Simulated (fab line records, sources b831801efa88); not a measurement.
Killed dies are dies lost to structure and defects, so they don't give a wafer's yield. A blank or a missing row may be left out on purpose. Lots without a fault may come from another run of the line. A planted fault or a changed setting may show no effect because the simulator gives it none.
fab line records | flow gf180mcu
record lots=5 wafers=15 last_day=34
route steps=602 shown V5@555 TOP_METAL@567 PASSIVATION@587
lots that met no fault: from a run of the same line without faults
start_h: hours from the record's first day to the start of the lot's first wafer shown | wait_h: hours since the lot's step before | " the same as in the row above | L1.1+2: a row that stands for several wafers | - no value, or no start given | * or withheld: withheld | < > ~ a bound
route shown NAME@n: a module of which the file shows steps, and the number in the route of the first | usual: mean/standard deviation of fault-free wafers | same: alike in all rows | chamber/n: place in a boat | sites: the reading at each site | _std_site: their standard deviation | _edge_site: outer sites' mean less inner sites' | radius_mm: how far each site lies from the wafer's centre | mask NAME#n: copy n | behind: the tool/chamber that last shaped the wafer | hold: why the lot was held/for how many hours/how that ended | device: the transistor (n, p or np) that didn't switch | end of line: the same wafers' tests at the end of the route | a step without rows: its recipe alone | killed: dies lost to structure and defects at the first sort, not the wafer's yield | map: a wafer's dies, x killed, . not, _ none there
set.NAME: the setting as run; set.NAME@STEP: as run at that earlier step | model.NAME: the simulator's own value behind a step, which no gauge read
lots at some steps of the route; a table a step, a row a wafer
services: from which hour (start_h, from the record's first day; less than 0 if before it) a tool's chamber was out of use, for how many hours, and why
## steps
# step GF_V5_OVL_MEAS_15
# usual V5_OVL=-1/4.6
# columns lot.wafer tool chamber start_h wait_h V5_OVL[nm]
L081.1 overlay-02 - 686.24 0.1 -1
L081.4 " - " " 7
L081.6 " - " " 7
L082.1 overlay-02 - 691.09 0.1 7
L082.4 " - " " 7
L082.5 " - " " 12
L083.2 overlay-01 - 698.75 0.1 -7
L083.3 " - " " -1
L083.4 " - " " -5
L092.1 overlay-02 - 755.04 0.1 -5
L092.2 " - " " 0
L092.5 " - " " -8
L097.1 overlay-02 - 779.44 0.1 -4
L097.2 " - " " -13
L097.6 " - " " 1
# step GF_V5_ETCH_16
# recipe chemistry=N2/H2 target_depth_a=withheld overetch_a=withheld time_s=withheld target=BARC ion_energy_ev=200 source_w=500 bias_w=100 pressure_mtorr=30 n2_flow_sccm=100 h2_flow_sccm=200
# usual drypump_motor_current_A=5.7/0.51 oes_product_au=0.855/0.0046 throttle_valve_pct=13.226/0.0099
# columns lot.wafer tool chamber start_h wait_h drypump_motor_current_A oes_product_au throttle_valve_pct
L081.1 rie_diel-01 0 686.28 0.0 5.1 0.863 13.225
L081.4 " 3 " " 6.0 0.857 13.241
L081.6 " 0 " " 5.1 0.855 13.229
L082.1 rie_diel-01 2 691.13 0.0 5.0 0.857 13.230
L082.4 " 1 " " 5.6 0.857 13.238
L082.5 " 1 " " 5.5 0.857 13.235
L083.2 rie_diel-02 3 698.78 0.0 6.4 0.856 13.234
L083.3 " 2 " " 5.5 0.855 13.226
L083.4 " 1 " " 6.7 0.856 13.222
L092.1 rie_diel-01 0 755.07 0.0 5.1 0.855 13.213
L092.2 " 2 " " 5.0 0.851 13.231
L092.5 " 1 " " 5.5 0.858 13.201
L097.1 rie_diel-03 2 779.48 0.0 5.3 0.855 13.230
L097.2 " 1 " " 5.9 0.861 13.229
L097.6 " 3 " " 6.0 0.855 13.233
# step GF_V5_ETCH_17
# recipe chemistry=C4F8/O2/Ar mask_material=KrF target=SiO2 stop_on=TiN source_w=1500 bias_w=1200 pressure_mtorr=40 c4f8_flow_sccm=withheld O2_flow_sccm=6 Ar_flow_sccm=300 time_s=withheld target_depth_a=8550
# usual oes_product_au=0.860/0.0045
# columns lot.wafer tool chamber start_h wait_h oes_product_au
L081.1 rie_diel-01 0 - - 0.861
L081.4 " 3 " " 0.861
L081.6 " 0 " " 0.859
L082.1 rie_diel-01 2 - - 0.860
L082.4 " 1 " " 0.854
L082.5 " 1 " " 0.850
L083.2 rie_diel-02 3 - - 0.861
L083.3 " 2 " " 0.856
L083.4 " 1 " " 0.860
L092.1 rie_diel-01 0 - - 0.859
L092.2 " 2 " " 0.861
L092.5 " 1 " " 0.862
L097.1 rie_diel-03 2 - - 0.863
L097.2 " 1 " " 0.862
L097.6 " 3 " " 0.862
# step GF_V5_STRIP_18
# recipe chemistry=O2/N2 power_w=1400 pressure_mtorr=1500 platen_temp_c=250 o2_flow_sccm=3000 n2_flow_sccm=300 overash_fraction=0.5
# usual drypump_motor_current_A=5.7/0.62 heater_power_w=361/49 o2_flow_sccm=3001/8.2 oes_product_au=0.567/0.0049
# columns lot.wafer tool chamber start_h wait_h drypump_motor_current_A heater_power_w o2_flow_sccm oes_product_au rf_hours_counter_h
L081.1 plasma_asher-01 0 686.43 - 6.7 423 3011 0.574 106
L081.4 " 1 " " 6.0 321 3006 0.570 -
L081.6 " 0 " " 6.6 402 3000 0.571 -
L082.1 plasma_asher-04 1 691.28 - 5.2 446 3012 0.561 27
L082.4 " 1 " " 5.2 430 2995 0.565 -
L082.5 " 1 " " 5.2 423 3000 0.560 -
L083.2 plasma_asher-01 1 698.93 - 6.0 317 3000 0.571 107
L083.3 " 1 " " 6.0 322 3004 0.565 -
L083.4 " 0 " " 6.7 413 3001 0.570 -
L092.1 plasma_asher-03 1 755.23 - 5.1 325 3014 0.561 68
L092.2 " 0 " " 5.4 340 2984 0.571 68
L092.5 " 1 " " 5.1 321 3009 0.563 -
L097.1 plasma_asher-03 1 779.63 - 5.1 327 2999 0.566 71
L097.2 " 0 " " 5.4 347 3005 0.569 71
L097.6 " 0 " " 5.4 351 2995 0.564 -
# step GF_V5_STRIP_19
# recipe chemistry=post_etch_residue_remover time_s=1200 temp_c=72.5
# columns lot.wafer tool chamber start_h wait_h
L081.1+4+6 wet_bench-01 0 686.53 0.1
L082.1+4+5 wet_bench-04 2 691.38 0.1
L083.2+3+4 wet_bench-02 3 699.03 0.1
L092.1+2+5 wet_bench-04 0 755.33 0.1
L097.1+2+6 wet_bench-04 1 779.73 0.1
# step GF_V5_CLEAN_20
# recipe chemistry=DIW dry=n2_spin
# columns lot.wafer tool chamber start_h wait_h
L081.1+4+6 wet_bench-04 0 686.87 0.0
L082.1+4+5 wet_bench-02 0 691.76 0.0
L083.2+3+4 wet_bench-04 0 699.41 0.0
L092.1+2+5 wet_bench-04 2 755.67 0.0
L097.1+2+6 wet_bench-02 2 780.07 0.0
# step GF_V5_SPUTTER_21
# recipe material=Ti target_thk_nm=15 chamber_pressure_pa=5 power_w=2500 substrate_temp_c=200 time_s=80.02
# usual cathode_dc_power_W=2500.0/0.47 throttle_valve_pct=29.6/1.1
# columns lot.wafer tool chamber start_h wait_h cathode_dc_power_W throttle_valve_pct
L081.1 pvd_sputter-01 - 686.97 0.0 2500.0 30.4
L081.4 " - " " 2500.3 29.9
L081.6 " - " " 2500.2 29.7
L082.1 pvd_sputter-03 - 691.86 0.0 2499.8 28.9
L082.4 " - " " 2499.8 29.0
L082.5 " - " " 2500.4 29.4
L083.2 pvd_sputter-03 - 699.51 0.0 2500.5 29.3
L083.3 " - " " 2499.4 28.8
L083.4 " - " " 2500.2 29.6
L092.1 pvd_sputter-01 - 755.76 0.0 2499.8 30.4
L092.2 " - " " 2499.9 29.7
L092.5 " - " " 2499.5 29.7
L097.1 pvd_sputter-03 - 780.17 0.0 2499.8 29.3
L097.2 " - " " 2500.6 28.5
L097.6 " - " " 2500.2 29.6
# step GF_V5_SPUTTER_22
# recipe material=TiN target_thk_nm=10 chamber_pressure_pa=5 power_w=4000 time_s=40
# usual cathode_dc_power_W=4000.1/0.67 throttle_valve_pct=29.6/1.1
# columns lot.wafer tool chamber start_h wait_h cathode_dc_power_W throttle_valve_pct
L081.1 pvd_sputter-01 - 687.04 0.0 4000.2 30.4
L081.4 " - " " 4000.0 29.6
L081.6 " - " " 4000.2 29.8
L082.1 pvd_sputter-03 - 691.93 0.0 4000.0 28.7
L082.4 " - " " 3999.9 29.1
L082.5 " - " " 3999.2 29.5
L083.2 pvd_sputter-03 - 699.58 0.0 4000.2 29.2
L083.3 " - " " 4000.4 28.6
L083.4 " - " " 4000.0 29.4
L092.1 pvd_sputter-01 - 755.82 0.0 4000.4 30.3
L092.2 " - " " 3999.7 29.9
L092.5 " - " " 4000.2 29.6
L097.1 pvd_sputter-03 - 780.23 0.0 4001.4 29.6
L097.2 " - " " 3999.8 29.0
L097.6 " - " " 4000.7 29.6
# step GF_V5_CVD_23
# recipe material=W target_thk_nm=350 time_s=104.9 temp_c=400 pressure_torr=40
# usual heater_power_w=875/65 susceptor_temp_C=399.99/0.22
# columns lot.wafer tool chamber start_h wait_h heater_power_w susceptor_temp_C
L081.1 cvd_w-02 0 687.07 0.0 912 400.05
L081.4 " 1 " " 775 400.00
L081.6 " 0 " " 895 400.06
L082.1 cvd_w-01 1 691.96 0.0 866 400.37
L082.4 " 0 " " 949 399.96
L082.5 " 0 " " 958 400.19
L083.2 cvd_w-01 0 699.65 0.1 999 400.15
L083.3 " 0 " " 963 399.94
L083.4 " 0 " " 952 399.83
L092.1 cvd_w-02 1 755.86 0.0 804 400.29
L092.2 " 0 " " 889 399.60
L092.5 " 1 " " 788 399.67
L097.1 cvd_w-02 0 780.27 0.0 934 399.92
L097.2 " 1 " " 802 399.74
L097.6 " 0 " " 909 400.10
# step GF_V5_RS_MEAS_24
# recipe thk_meas_gauge=four-point-probe reads=W_of_V5_CVD_23+TiN_of_V5_SPUTTER_22+Ti_of_V5_SPUTTER_21
# usual V5_W_RS=0.326/0.0034
# columns lot.wafer tool chamber start_h wait_h V5_W_RS[ohm/sq]
L081.1 film_metro-03 - 687.21 0.1 0.324
L081.4 " - " " 0.324
L081.6 " - " " 0.323
L082.1 film_metro-02 - 692.08 0.1 0.328
L082.4 " - " " 0.327
L082.5 " - " " 0.330
L083.2 film_metro-02 - 699.86 0.2 0.333
L083.3 " - " " 0.332
L083.4 " - " " 0.331
L092.1 film_metro-03 - 755.97 0.1 0.324
L092.2 " - " " 0.325
L092.5 " - " " 0.326
L097.1 film_metro-03 - 780.39 0.1 0.328
L097.2 " - " " 0.329
L097.6 " - " " 0.323
# step GF_V5_THK_MEAS_25
# recipe thk_meas_gauge=xrf reads=W_of_V5_CVD_23
# usual V5_W_THK=353/4.5
# columns lot.wafer tool chamber start_h wait_h V5_W_THK[nm]
L081.1 film_metro-03 - 687.33 0.1 352
L081.4 " - " " 357
L081.6 " - " " 356
L082.1 film_metro-02 - 692.20 0.1 355
L082.4 " - " " 357
L082.5 " - " " 354
L083.2 film_metro-02 - 699.97 0.1 352
L083.3 " - " " 353
L083.4 " - " " 353
L092.1 film_metro-03 - 756.09 0.1 356
L092.2 " - " " 354
L092.5 " - " " 353
L097.1 film_metro-03 - 780.51 0.1 347
L097.2 " - " " 346
L097.6 " - " " 353
# step GF_V5_CMP_26
# recipe stop_on=SiO2 down_force_psi=3.5 platen_rpm=60 t_overpolish_s=15 target_thk_nm=0 pad_velocity_m_s=0.94248
# usual motor_current_A=10.6/1.2 overpolish_run_s=15.001/0.0088 time_to_endpoint_s=83/4.3
# columns lot.wafer tool chamber start_h wait_h motor_current_A overpolish_run_s time_to_endpoint_s
L081.4 cmp-02 0 687.44 0.1 10.5 15.005 87
L081.1 " 2 " " 10.8 15.012 84
L081.6 " 3 " " 10.1 15.016 87
L082.4 cmp-01 1 692.31 0.1 12.0 15.009 80
L082.1 " 2 " " 11.3 14.988 88
L082.5 " 1 " " 12.0 15.008 79
L083.4 cmp-02 3 700.02 0.0 10.7 15.003 81
L083.2 " 0 " " 10.9 14.998 80
L083.3 " 2 " " 11.2 14.991 75
L092.1 cmp-01 3 756.49 0.4 9.4 14.990 76
L092.2 " 1 " " 11.0 14.999 77
L092.5 " 3 " " 8.9 15.007 77
L097.1 cmp-01 1 780.68 0.2 12.1 14.996 80
L097.2 " 2 " " 11.7 15.010 93
L097.6 " 3 " " 8.7 15.009 85
# step GF_TOP_METAL_SPUTTER_00
# recipe material=Ti target_thk_nm=37.5 arriving_ion_energy_ev=80 substrate_temp_c=200 chamber_pressure_pa=2 power_w=4000 time_s=150
# usual cathode_dc_power_W=4000.1/0.64 throttle_valve_pct=29.8/1
# columns lot.wafer tool chamber start_h wait_h cathode_dc_power_W throttle_valve_pct
L081.1 pvd_sputter-04 - 687.71 0.1 4000.5 30.7
L081.4 " - " " 4000.7 31.2
L081.6 " - " " 4000.8 31.1
L082.1 pvd_sputter-01 - 692.56 0.1 3999.8 30.2
L082.4 " - " " 4000.1 30.1
L082.5 " - " " 4000.2 30.2
L083.2 pvd_sputter-01 - 700.34 0.2 4001.4 30.5
L083.3 " - " " 3999.5 29.8
L083.4 " - " " 3999.9 30.1
L092.1 pvd_sputter-04 - 756.74 0.2 4000.3 31.1
L092.2 " - " " 3998.3 29.7
L092.5 " - " " 3999.7 31.0
L097.1 pvd_sputter-02 - 780.88 0.1 3999.8 29.3
L097.2 " - " " 3999.3 28.9
L097.6 " - " " 4000.4 28.8
# step GF_TOP_METAL_SPUTTER_01
# recipe material=TiN target_thk_nm=30 power_w=6500 time_s=25 chamber_pressure_pa=0.4
# usual cathode_dc_power_W=6499.8/1.1 throttle_valve_pct=29.8/1.1
# columns lot.wafer tool chamber start_h wait_h cathode_dc_power_W throttle_valve_pct
L081.1 pvd_sputter-04 - 687.81 0.1 6498.7 30.9
L081.4 " - " " 6498.5 31.3
L081.6 " - " " 6501.7 31.0
L082.1 pvd_sputter-01 - 692.66 0.1 6500.1 30.5
L082.4 " - " " 6499.3 30.1
L082.5 " - " " 6501.7 30.3
L083.2 pvd_sputter-01 - 700.44 0.1 6497.7 30.5
L083.3 " - " " 6498.1 29.7
L083.4 " - " " 6499.3 30.0
L092.1 pvd_sputter-04 - 756.84 0.1 6498.8 30.9
L092.2 " - " " 6499.6 29.6
L092.5 " - " " 6498.8 30.7
L097.1 pvd_sputter-02 - 780.98 0.1 6500.9 29.2
L097.2 " - " " 6499.3 28.7
L097.6 " - " " 6500.1 28.8
# step GF_TOP_METAL_SPUTTER_02
# recipe material=AlCu target_thk_nm=900 power_w=10600 chamber_pressure_pa=0.3 substrate_temp_c=250 gas=Ar time_s=47.82
# usual cathode_dc_power_W=10600/2 throttle_valve_pct=29.8/1.1
# columns lot.wafer tool chamber start_h wait_h cathode_dc_power_W throttle_valve_pct
L081.1 pvd_sputter-04 - 687.84 0.0 10598 30.6
L081.4 " - " " 10597 30.9
L081.6 " - " " 10598 31.2
L082.1 pvd_sputter-01 - 692.69 0.0 10598 30.5
L082.4 " - " " 10600 30.0
L082.5 " - " " 10599 30.0
L083.2 pvd_sputter-01 - 700.47 0.0 10599 30.6
L083.3 " - " " 10603 29.5
L083.4 " - " " 10603 30.2
L092.1 pvd_sputter-04 - 756.87 0.0 10601 30.9
L092.2 " - " " 10599 29.5
L092.5 " - " " 10597 30.7
L097.1 pvd_sputter-02 - 781.01 0.0 10597 29.4
L097.2 " - " " 10598 28.6
L097.6 " - " " 10602 28.7
# step GF_TOP_METAL_SPUTTER_03
# recipe material=Ti target_thk_nm=5 substrate_temp_c=300 chamber_pressure_pa=0.3 power_w=3000 time_s=3.3
# usual cathode_dc_power_W=3000.0/0.59 throttle_valve_pct=29.8/1.1
# columns lot.wafer tool chamber start_h wait_h cathode_dc_power_W throttle_valve_pct
L081.1 pvd_sputter-04 - 687.89 0.0 2999.8 30.7
L081.4 " - " " 2999.4 31.0
L081.6 " - " " 2999.6 31.1
L082.1 pvd_sputter-01 - 692.73 0.0 3000.4 30.7
L082.4 " - " " 2999.6 30.4
L082.5 " - " " 3000.1 30.4
L083.2 pvd_sputter-01 - 700.52 0.0 2999.4 30.4
L083.3 " - " " 2999.6 29.7
L083.4 " - " " 3000.3 30.0
L092.1 pvd_sputter-04 - 756.91 0.0 3000.3 31.2
L092.2 " - " " 3000.1 29.6
L092.5 " - " " 3001.2 30.9
L097.1 pvd_sputter-02 - 781.06 0.0 3000.1 29.4
L097.2 " - " " 2999.9 28.8
L097.6 " - " " 3000.3 28.9
# step GF_TOP_METAL_SPUTTER_04
# recipe material=TiN target_thk_nm=25 power_w=6500 time_s=20.8 chamber_pressure_pa=0.4
# usual cathode_dc_power_W=6500.1/1.2 throttle_valve_pct=29.8/1.1
# columns lot.wafer tool chamber start_h wait_h cathode_dc_power_W throttle_valve_pct
L081.1 pvd_sputter-04 - 687.90 0.0 6500.4 30.8
L081.4 " - " " 6500.3 31.3
L081.6 " - " " 6498.5 30.8
L082.1 pvd_sputter-01 - 692.75 0.0 6500.7 30.4
L082.4 " - " " 6499.6 29.9
L082.5 " - " " 6498.9 30.3
L083.2 pvd_sputter-01 - 700.53 0.0 6500.1 30.4
L083.3 " - " " 6500.8 29.4
L083.4 " - " " 6499.2 30.3
L092.1 pvd_sputter-04 - 756.93 0.0 6500.2 30.9
L092.2 " - " " 6499.7 29.5
L092.5 " - " " 6497.8 30.6
L097.1 pvd_sputter-02 - 781.08 0.0 6500.7 29.4
L097.2 " - " " 6500.9 28.6
L097.6 " - " " 6501.2 28.8
# step GF_TOP_METAL_RS_MEAS_05
# recipe thk_meas_gauge=four-point-probe reads=TiN_of_TOP_METAL_SPUTTER_04+Ti_of_TOP_METAL_SPUTTER_03+AlCu_of_TOP_METAL_SPUTTER_02+TiN_of_TOP_METAL_SPUTTER_01+Ti_of_TOP_METAL_SPUTTER_00
# usual TOP_METAL_ALCU_RS=0.0327/0.00033
# columns lot.wafer tool chamber start_h wait_h TOP_METAL_ALCU_RS[ohm/sq]
L081.1 film_metro-02 - 687.93 0.0 0.0323
L081.4 " - " " 0.0325
L081.6 " - " " 0.0327
L082.1 film_metro-01 - 692.78 0.0 0.0331
L082.4 " - " " 0.0325
L082.5 " - " " 0.0330
L083.2 film_metro-01 - 700.58 0.0 0.0332
L083.3 " - " " 0.0329
L083.4 " - " " 0.0328
L092.1 film_metro-02 - 756.96 0.0 0.0333
L092.2 " - " " 0.0331
L092.5 " - " " 0.0329
L097.1 film_metro-02 - 781.10 0.0 0.0323
L097.2 " - " " 0.0327
L097.6 " - " " 0.0327
# step GF_TOP_METAL_THK_MEAS_06
# recipe thk_meas_gauge=xrf reads=AlCu_of_TOP_METAL_SPUTTER_02
# usual TOP_METAL_ALCU_THK=882/8.8
# columns lot.wafer tool chamber start_h wait_h TOP_METAL_ALCU_THK[nm]
L081.1 film_metro-02 - 688.05 0.1 892
L081.4 " - " " 888
L081.6 " - " " 882
L082.1 film_metro-01 - 692.90 0.1 875
L082.4 " - " " 891
L082.5 " - " " 876
L083.2 film_metro-01 - 700.69 0.1 873
L083.3 " - " " 878
L083.4 " - " " 882
L092.1 film_metro-02 - 757.08 0.1 874
L092.2 " - " " 874
L092.5 " - " " 881
L097.1 film_metro-02 - 781.22 0.1 893
L097.2 " - " " 883
L097.6 " - " " 883
# step GF_TOP_METAL_DEHYDRATE_07
# recipe temp_c=200 time_s=60
# columns lot.wafer tool chamber start_h wait_h
L081.1+4+6 litho_track-03 0 696.87 8.8
L082.1+4+5 litho_track-03 0 701.62 8.7
L083.2+3+4 litho_track-02 0 709.62 8.9
L092.1+2+5 litho_track-03 0 764.27 7.2
L097.1+2+6 litho_track-03 0 788.57 7.3
# step GF_TOP_METAL_HMDS_08
# recipe prime_time_s=60 prime_temp_c=120
# columns lot.wafer tool chamber start_h wait_h
L081.1+4+6 litho_track-03 0 697.02 0.1
L082.1+4+5 litho_track-03 0 701.77 0.1
L083.2+3+4 litho_track-02 0 709.77 0.1
L092.1+2+5 litho_track-03 0 764.42 0.1
L097.1+2+6 litho_track-03 0 788.72 0.1
# step GF_TOP_METAL_COAT_09
# recipe resist=NOVOLAK spin_rpm=3000 resist_thk_nm=1500
# columns lot.wafer tool chamber start_h wait_h
L081.1+4+6 litho_track-03 0 697.17 0.1
L082.1+4+5 litho_track-03 0 701.92 0.1
L083.2+3+4 litho_track-02 0 709.92 0.1
L092.1+2+5 litho_track-03 0 764.57 0.1
L097.1+2+6 litho_track-03 0 788.87 0.1
# step GF_TOP_METAL_SOFTBAKE_10
# recipe temp_c=90 time_s=60 resist=NOVOLAK
# columns lot.wafer tool chamber start_h wait_h
L081.1+4+6 litho_track-03 0 697.32 0.1
L082.1+4+5 litho_track-03 0 702.07 0.1
L083.2+3+4 litho_track-02 0 710.07 0.1
L092.1+2+5 litho_track-03 0 764.72 0.1
L097.1+2+6 litho_track-03 0 789.02 0.1
# step GF_TOP_METAL_EXPOSE_11
# recipe mask_id=MetalTop target_cd_nm=440 na=0.6 source_shape=conventional sigma_outer=0.6 dose_mj=170
# usual focus_offset_nm=0.2/0.53 stage_vel_mm_s=500.01/0.25
# columns lot.wafer tool chamber start_h wait_h mask focus_offset_nm stage_vel_mm_s
L081.1 iline_stepper-02 0 - - MetalTop#0 0.7 499.96
L081.4 " 0 " " MetalTop#0 1.0 499.92
L081.6 " 0 " " MetalTop#0 0.6 499.64
L082.1 iline_stepper-02 0 - - MetalTop#0 -0.2 500.26
L082.4 " 0 " " MetalTop#0 0.0 499.91
L082.5 " 0 " " MetalTop#0 -0.9 499.89
L083.2 iline_stepper-02 0 - - MetalTop#0 0.3 500.12
L083.3 " 0 " " MetalTop#0 0.5 499.97
L083.4 " 0 " " MetalTop#0 -0.2 499.98
L092.1 iline_stepper-02 0 - - MetalTop#0 0.2 499.99
L092.2 " 0 " " MetalTop#0 0.1 499.90
L092.5 " 0 " " MetalTop#0 -0.8 499.72
L097.1 iline_stepper-02 0 - - MetalTop#0 0.2 500.71
L097.2 " 0 " " MetalTop#0 0.3 500.25
L097.6 " 0 " " MetalTop#0 0.2 500.71
# step GF_TOP_METAL_PEB_12
# recipe temp_c=withheld time_s=* resist=NOVOLAK
# columns lot.wafer tool chamber start_h wait_h
L081.1+4+6 litho_track-03 0 - -
L082.1+4+5 litho_track-03 0 - -
L083.2+3+4 litho_track-03 0 - -
L092.1+2+5 litho_track-03 0 - -
L097.1+2+6 litho_track-04 0 - -
# step GF_TOP_METAL_DEVELOP_13
# recipe develop_time_s=60 dev_temp_c=23
# columns lot.wafer tool chamber start_h wait_h
L081.1+4+6 litho_track-03 0 706.72 0.1
L082.1+4+5 litho_track-03 0 711.27 0.1
L083.2+3+4 litho_track-03 0 718.69 0.1
L092.1+2+5 litho_track-03 0 772.47 0.1
L097.1+2+6 litho_track-04 0 796.33 0.1
# step GF_TOP_METAL_CD_MEAS_14
# recipe target_cd_nm=440
# usual cd_nm=440.0/2.3
# columns lot.wafer tool chamber start_h wait_h cd_nm
L081.1 cd_sem-01 - 706.87 0.1 438.8
L081.4 " - " " 440.2
L081.6 " - " " 439.4
L082.1 cd_sem-01 - 711.42 0.1 440.5
L082.4 " - " " 439.4
L082.5 " - " " 437.9
L083.2 cd_sem-01 - 718.84 0.1 440.4
L083.3 " - " " 440.9
L083.4 " - " " 440.7
L092.1 cd_sem-01 - 772.62 0.1 439.9
L092.2 " - " " 438.9
L092.5 " - " " 440.3
L097.1 cd_sem-01 - 796.48 0.1 439.3
L097.2 " - " " 440.0
L097.6 " - " " 439.7
# step GF_TOP_METAL_OVL_MEAS_15
# usual TOP_METAL_OVL=-1.7/1.2
# columns lot.wafer tool chamber start_h wait_h TOP_METAL_OVL[nm]
L081.1 overlay-02 - 706.99 0.1 -2.6
L081.4 " - " " -1.8
L081.6 " - " " -2.4
L082.1 overlay-01 - 711.54 0.1 -2.6
L082.4 " - " " -1.9
L082.5 " - " " -0.3
L083.2 overlay-01 - 718.94 0.1 -1.7
L083.3 " - " " -2.3
L083.4 " - " " -3.1
L092.1 overlay-02 - 772.74 0.1 -1.4
L092.2 " - " " -1.1
L092.5 " - " " -0.7
L097.1 overlay-02 - 796.60 0.1 -2.6
L097.2 " - " " -2.0
L097.6 " - " " -0.9
# step GF_TOP_METAL_METAL_ETCH_16
# recipe chemistry=Cl2/BCl3 mask_material=NOVOLAK target_depth_nm=1077.5 stop_on=SiO2 pressure_mtorr=8 icp_w=800 bias_w=140 Cl2_flow_sccm=80 bcl3_flow_sccm=40 time_s=179.6
# usual drypump_motor_current_A=5.89/0.24 oes_product_au=0.965/0.0063 throttle_valve_pct=28.256/0.01
# columns lot.wafer tool chamber start_h wait_h drypump_motor_current_A oes_product_au rf_hours_counter_h throttle_valve_pct
L081.1 rie_metal-03 0 707.02 0.0 5.98 0.974 7 28.256
L081.4 " 0 " " 5.99 0.967 - 28.246
L081.6 " 0 " " 6.01 0.965 - 28.258
L082.1 rie_metal-01 1 711.57 0.0 5.47 0.958 14 28.254
L082.4 " 1 " " 5.46 0.965 - 28.241
L082.5 " 0 " " 5.71 0.957 - 28.266
L083.2 rie_metal-04 0 719.03 0.1 6.16 0.964 - 28.254
L083.3 " 0 " " 6.15 0.969 - 28.265
L083.4 " 0 " " 6.15 0.964 - 28.244
L092.1 rie_metal-01 1 772.77 0.0 5.46 0.958 1 28.262
L092.2 " 0 " " 5.73 0.963 12 28.265
L092.5 " 0 " " 5.74 0.962 - 28.256
L097.1 rie_metal-04 1 796.64 0.0 5.94 0.977 3 28.238
L097.2 " 0 " " 6.16 0.968 11 28.263
L097.6 " 0 " " 6.17 0.963 - 28.244
# step GF_TOP_METAL_STRIP_17
# recipe chemistry=O2/N2 power_w=1400 pressure_mtorr=1500 platen_temp_c=250 o2_flow_sccm=3000 n2_flow_sccm=300 overash_fraction=0.5
# usual drypump_motor_current_A=5.4/0.33 heater_power_w=349/39 o2_flow_sccm=2999/9.8 oes_product_au=0.710/0.0047 strip_time_to_endpoint_s=13.47/0.083
# columns lot.wafer tool chamber start_h wait_h drypump_motor_current_A heater_power_w o2_flow_sccm oes_product_au rf_hours_counter_h strip_time_to_endpoint_s
L081.1 plasma_asher-04 0 707.37 0.3 5.0 300 3009 0.702 29 13.51
L081.4 " 1 " " 5.2 428 2993 0.712 - 13.57
L081.6 " 1 " " 5.2 420 3000 0.716 - 13.60
L082.1 plasma_asher-02 1 711.75 0.1 5.7 323 2998 0.711 94 13.68
L082.4 " 1 " " 5.7 334 3021 0.719 - 13.59
L082.5 " 0 " " 5.9 356 2997 0.713 - 13.52
L083.2 plasma_asher-03 1 719.32 0.2 5.1 328 2998 0.713 63 13.46
L083.3 " 0 " " 5.4 351 2994 0.706 - 13.42
L083.4 " 1 " " 5.1 331 2994 0.715 - 13.42
L092.1 plasma_asher-02 1 772.95 0.1 5.7 331 3002 0.705 101 13.64
L092.2 " 0 " " 5.9 359 2984 0.705 101 13.50
L092.5 " 1 " " 5.7 334 3002 0.710 - 13.57
L097.1 plasma_asher-02 1 796.82 0.1 5.7 334 2978 0.713 104 13.53
L097.2 " 0 " " 5.9 369 2988 0.710 104 13.43
L097.6 " 0 " " 5.9 361 2992 0.713 - 13.39
# step GF_TOP_METAL_STRIP_18
# recipe chemistry=post_etch_residue_remover time_s=1200 temp_c=72.5
# columns lot.wafer tool chamber start_h wait_h
L081.1+4+6 wet_bench-02 0 707.47 0.1
L082.1+4+5 wet_bench-03 3 711.85 0.1
L083.2+3+4 wet_bench-01 1 719.42 0.1
L092.1+2+5 wet_bench-01 2 773.05 0.1
L097.1+2+6 wet_bench-03 3 796.92 0.1
# step GF_TOP_METAL_CLEAN_19
# recipe chemistry=DIW dry=n2_spin
# columns lot.wafer tool chamber start_h wait_h
L081.1+4+6 wet_bench-02 0 707.81 0.0
L082.1+4+5 wet_bench-01 2 712.19 0.0
L083.2+3+4 wet_bench-02 3 719.76 0.0
L092.1+2+5 wet_bench-02 1 773.39 0.0
L097.1+2+6 wet_bench-01 0 797.26 0.0
# step GF_PASSIVATION_CVD_00
# recipe material=SiO2 target_thk_nm=1000 precursor=TEOS temp_c=400 time_s=111.95 rf_w=600
# usual heater_power_w=661/85 susceptor_temp_C=400.03/0.23
# columns lot.wafer tool chamber start_h wait_h heater_power_w susceptor_temp_C
L081.1 pecvd-03 1 707.91 0.0 657 400.05
L081.4 " 1 " " 553 400.22
L081.6 " 0 " " 468 400.46
L082.1 pecvd-03 1 712.28 0.0 626 400.09
L082.4 " 2 " " 541 399.87
L082.5 " 0 " " 472 399.80
L083.2 pecvd-03 1 719.86 0.0 679 400.02
L083.3 " 2 " " 623 400.16
L083.4 " 1 " " 531 400.12
L092.1 pecvd-04 2 773.48 0.0 809 399.70
L092.2 " 0 " " 614 400.32
L092.5 " 2 " " 663 399.56
L097.1 pecvd-04 2 797.35 0.0 782 399.85
L097.2 " 0 " " 729 400.06
L097.6 " 1 " " 735 399.82
# step GF_PASSIVATION_THK_MEAS_01
# recipe reads=SiO2_of_PASSIVATION_CVD_00
# usual PASSIVATION_CVD_00_THK=1003/13
# columns lot.wafer tool chamber start_h wait_h PASSIVATION_CVD_00_THK[nm]
L081.1 film_metro-04 - 707.99 0.0 986
L081.4 " - " " 999
L081.6 " - " " 1004
L082.1 film_metro-01 - 712.36 0.0 991
L082.4 " - " " 1010
L082.5 " - " " 1001
L083.2 film_metro-01 - 719.94 0.0 977
L083.3 " - " " 990
L083.4 " - " " 993
L092.1 film_metro-04 - 773.56 0.0 998
L092.2 " - " " 1008
L092.5 " - " " 1006
L097.1 film_metro-04 - 797.43 0.0 996
L097.2 " - " " 1004
L097.6 " - " " 1006
## services
# columns tool chamber start_h hours kind
plasma_asher-02 - 671.73 14.6 pm
rie_diel-01 2 673.41 4.2 repair
cvd_w-01 - 684.13 0.2 repair
cmp-01 - 685.62 0.9 repair
rie_diel-03 3 690.92 3.5 repair
rie_diel-01 0 693.07 3.3 repair
pecvd-03 - 694.00 2.8 pm
rie_diel-01 - 695.56 14.6 pm
cvd_w-01 1 697.86 18.5 repair
pecvd-03 0 701.15 6.2 repair
iline_stepper-02 - 707.18 2.3 repair
rie_diel-01 2 712.19 9.2 repair
rie_metal-01 0 712.47 10.6 repair
rie_diel-01 0 712.85 7.5 repair
plasma_asher-01 - 713.91 0.3 repair
rie_diel-03 2 719.15 6.8 repair
rie_metal-01 1 722.40 4.7 repair
rie_diel-01 3 726.05 9.6 repair
plasma_asher-04 - 727.08 12.7 repair
pvd_sputter-04 - 729.90 3.4 repair
wet_bench-02 - 737.07 2.8 repair
pvd_sputter-01 - 737.54 3.2 repair
pvd_sputter-01 - 767.25 3.2 repair
pecvd-03 - 774.36 1.0 repair
## key
fault none
